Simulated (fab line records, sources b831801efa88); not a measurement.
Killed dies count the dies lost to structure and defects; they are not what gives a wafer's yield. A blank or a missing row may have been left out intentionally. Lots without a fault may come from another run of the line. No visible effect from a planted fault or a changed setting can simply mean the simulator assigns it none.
Comparing a struck lot with a sound one | flow sfqLine | 42 out of 325 route steps
Sound: the wafers L754.1, L754.2, L754.4. Struck: wafer L765.5; the same lot's L765.1 was not struck, so it is left out; see the end for the cause.
For every step that has rows: the tool of each side, followed by ch and its chambers, followed by its first start. Under that, the readings that differ: sound wafers | struck wafers | difference of the means | sigmas: that difference in standard deviations of wafers without a fault.
alike: readings whose means differ by less than 2 such deviations, and words and numbers that are the same on both sides. not compared: withheld readings, readings that some wafer has no value for, bounds like >300 that may hide the same value, and numbers for which the record gives no deviation and whose values overlap.
The two part at a step that has a row with sigmas, a row that says differs or no value, or rows on one side only. When numbers do not overlap yet have no deviation, they are printed without sigmas and do not part them. A reading that every wafer of one side lacks parts them only if that side has two wafers or more.

first, 6 steps without rows for these wafers: SFQ_TRILAYER_M4_LITHO_COAT_098 (resist thk 62 nm); SFQ_TRILAYER_M4_LITHO_COAT_093 (resist thk 600 nm); SFQ_TRILAYER_M4_LITHO_SOFTBAKE_097; SFQ_TRILAYER_M4_LITHO_EXPOSE_094 (exposes mask M4, target cd 500 nm); SFQ_TRILAYER_M4_LITHO_PEB_096 (peb time 60 s); SFQ_TRILAYER_M4_LITHO_DEVELOP_095 (time 60 s).
SFQ_M4_OVL_MEAS_926:
  sound on overlay-02, day 49 09:02; struck on overlay-01, day 54 05:17
  alike: M4_OVL
SFQ_TRILAYER_M4_BARC_OPEN_METAL_ETCH_123: etches BARC in O2, target depth 125 nm, time 41.7 s.
  sound on rieMetal-02 ch 0,1, day 49 09:04; struck on rieMetal-02 ch 0, day 54 05:20
  alike: drypumpMotorCurrentA, oesProductAu
  not compared: rfHoursCounterH
then, 3 steps without rows for these wafers: SFQ_TRILAYER_M4_ETCH_METAL_ETCH_096 (etches Nb in Cl2/Ar, stops on SiO2, target depth 240 nm, time 120 s); SFQ_TRILAYER_M4_STRIP_STRIP_097 (strips in O2); SFQ_TRILAYER_M4_STRIP_SOLV_CLEAN_098 (cleans in NMP, time 600 s).
SFQ_TRILAYER_I4_DEP_PECVD_099: deposits SiO2 from SiH4/N2O, time 111.11 s, target thk 500 nm.
  sound on pecvd-01 ch 0,1,2, day 49 10:02; struck on pecvd-03 ch 2, day 54 06:17
  alike: heaterPowerW, showerheadVppV, susceptorTempC, throttleValvePct
SFQ_TRILAYER_I4_CMP_CMP_100: polishes SiO2.
  sound on cmp-01 ch 0,2,3, day 49 10:37; struck on cmp-02 ch 0, day 54 16:01
reading                                            | sound           | struck | difference | sigmas
model.SiO2_of_TRILAYER_I4_DEP_PECVD_099.thkNm (nm) | 201.4 200.5 199 | 220.3  | +20.0      | 
  alike: motorCurrentA, platenRpm, timeToEndpointS
SFQ_I4_BOW_MEAS_927:
  sound on filmMetro-04, day 49 13:07; struck on filmMetro-04, day 54 17:01
  alike: I4_BOW
SFQ_TRILAYER_I4_METRO_MEASURE_101:
  sound on filmMetro-04, day 49 13:14; struck on filmMetro-04, day 54 17:08
reading    | sound             | struck | difference | sigmas
thkNm (nm) | 201.4 200.7 198.8 | 220.3  | +20.0      | +17
then, 6 steps without rows for these wafers: SFQ_TRILAYER_I4_VIA_LITHO_COAT_108 (resist thk 62 nm); SFQ_TRILAYER_I4_VIA_LITHO_COAT_103 (resist thk 650 nm); SFQ_TRILAYER_I4_VIA_LITHO_SOFTBAKE_107; SFQ_TRILAYER_I4_VIA_LITHO_EXPOSE_104 (exposes mask I4, target cd 700 nm); SFQ_TRILAYER_I4_VIA_LITHO_PEB_106 (peb time 60 s); SFQ_TRILAYER_I4_VIA_LITHO_DEVELOP_105 (time 60 s).
-- the record jumps here: 4 days lie between the struck wafers' starts before and after --
SFQ_I4_OVL_MEAS_928:
  sound on overlay-01, day 49 16:41; struck on overlay-02, day 58 22:59
  alike: I4_OVL
then, 1 step without rows for these wafers: SFQ_TRILAYER_I4_VIA_BARC_OPEN_VIA_ETCH_146 (etches BARC in O2, target depth 125 nm, time 41.7 s).
SFQ_TRILAYER_I4_VIA_ETCH_VIA_ETCH_106: etches SiO2 in CHF3, stops on Nb, target depth 260 nm.
  sound on rieDiel-04 ch 1,2,3, day 49 16:46; struck on rieDiel-02 ch 3, day 58 23:04
reading                      | sound             | struck | difference | sigmas
oesProductAu (a.u.)          | 0.860 0.861 0.853 | 0.912  | +0.054     | +10
model.etch.depthNm (nm)      | 201.4 200.5 199   | 220.3  | +20.0      | 
model.I4.featureDepthNm (nm) | 201.4 200.5 199   | 220.3  | +20.0      | 
  alike: drypumpMotorCurrentA
then, 4 steps without rows for these wafers: SFQ_TRILAYER_I4_VIA_STRIP_STRIP_107 (strips in O2); SFQ_TRILAYER_I4_VIA_STRIP_SOLV_CLEAN_108 (cleans in NMP, time 600 s); SFQ_TRILAYER_JJ_TRILAYER_DEP_PRE_CLEAN_113 (time 22.5 s); SFQ_TRILAYER_JJ_TRILAYER_DEP_SPUTTER_109 (material Nb, target thk 150 nm, time 100 s).
SFQ_TRILAYER_JJ_TRILAYER_DEP_SPUTTER_110: material Al, target thk 8 nm, time 10 s.
  sound on pvdSputter-04, day 49 18:23; struck on pvdSputter-04, day 59 00:39
  alike: throttleValvePct
then, 1 step without rows for these wafers: SFQ_TRILAYER_JJ_TRILAYER_DEP_AL_OXIDATION_111 (oxidation time 600 s).
SFQ_TRILAYER_JJ_TRILAYER_DEP_SPUTTER_112: material Nb, target thk 170 nm, time 113.3 s.
  sound on pvdSputter-04, day 49 19:25; struck on pvdSputter-04, day 59 01:41
  alike: throttleValvePct
SFQ_JJ_RS_MEAS_929: the measuring method here is four-point-probe.
  sound on filmMetro-02, day 49 19:29; struck on filmMetro-02, day 59 01:46
  alike: JJ_NB_RS
then, 6 steps without rows for these wafers: SFQ_TRILAYER_JJ_CE_LITHO_COAT_119 (resist thk 62 nm); SFQ_TRILAYER_JJ_CE_LITHO_COAT_114 (resist thk 600 nm); SFQ_TRILAYER_JJ_CE_LITHO_SOFTBAKE_118; SFQ_TRILAYER_JJ_CE_LITHO_EXPOSE_115 (exposes mask J5, target cd 700 nm); SFQ_TRILAYER_JJ_CE_LITHO_PEB_117 (peb time 60 s); SFQ_TRILAYER_JJ_CE_LITHO_DEVELOP_116 (time 60 s).
-- the record jumps here: 4 days lie between the struck wafers' starts before and after --
SFQ_JJ_OVL_MEAS_931:
  sound on overlay-01, day 55 05:17; struck on overlay-01, day 62 21:29
  alike: J5_OVL
SFQ_TRILAYER_JJ_CE_METRO_MEASURE_117:
  sound on cdSem-01, day 55 05:20; struck on cdSem-02, day 62 21:31
reading   | sound             | struck | difference | sigmas
cdNm (nm) | 698.9 699.2 698.1 | 702.2  | +3.5       | +2
then, 1 step without rows for these wafers: SFQ_TRILAYER_JJ_CE_BARC_OPEN_RIE_150 (chemistry O2, target BARC, target depth 240 nm, time 80 s).
SFQ_TRILAYER_M5_ETCH_METAL_ETCH_126: etches Nb in Cl2/BCl3, stops on SiO2, time 203.2 s, target depth 265 nm.
  sound on rieMetal-03 ch 0,1, day 55 15:53; struck on rieMetal-01 ch 0, day 63 07:08
reading                                            | sound           | struck | difference | sigmas
model.SiO2_of_TRILAYER_I4_DEP_PECVD_099.thkNm (nm) | 181.2 181 178.8 | 200.8  | +20.5      | 
  alike: drypumpMotorCurrentA, oesProductAu
  not compared: rfHoursCounterH

WHERE THEY PART
At SFQ_TRILAYER_I4_METRO_MEASURE_101 first; at SFQ_TRILAYER_JJ_CE_METRO_MEASURE_117 last (within this record only). Later steps at which nothing parts them and some readings are alike: SFQ_TRILAYER_M5_ETCH_METAL_ETCH_126.

WHY: the cause the simulator had injected
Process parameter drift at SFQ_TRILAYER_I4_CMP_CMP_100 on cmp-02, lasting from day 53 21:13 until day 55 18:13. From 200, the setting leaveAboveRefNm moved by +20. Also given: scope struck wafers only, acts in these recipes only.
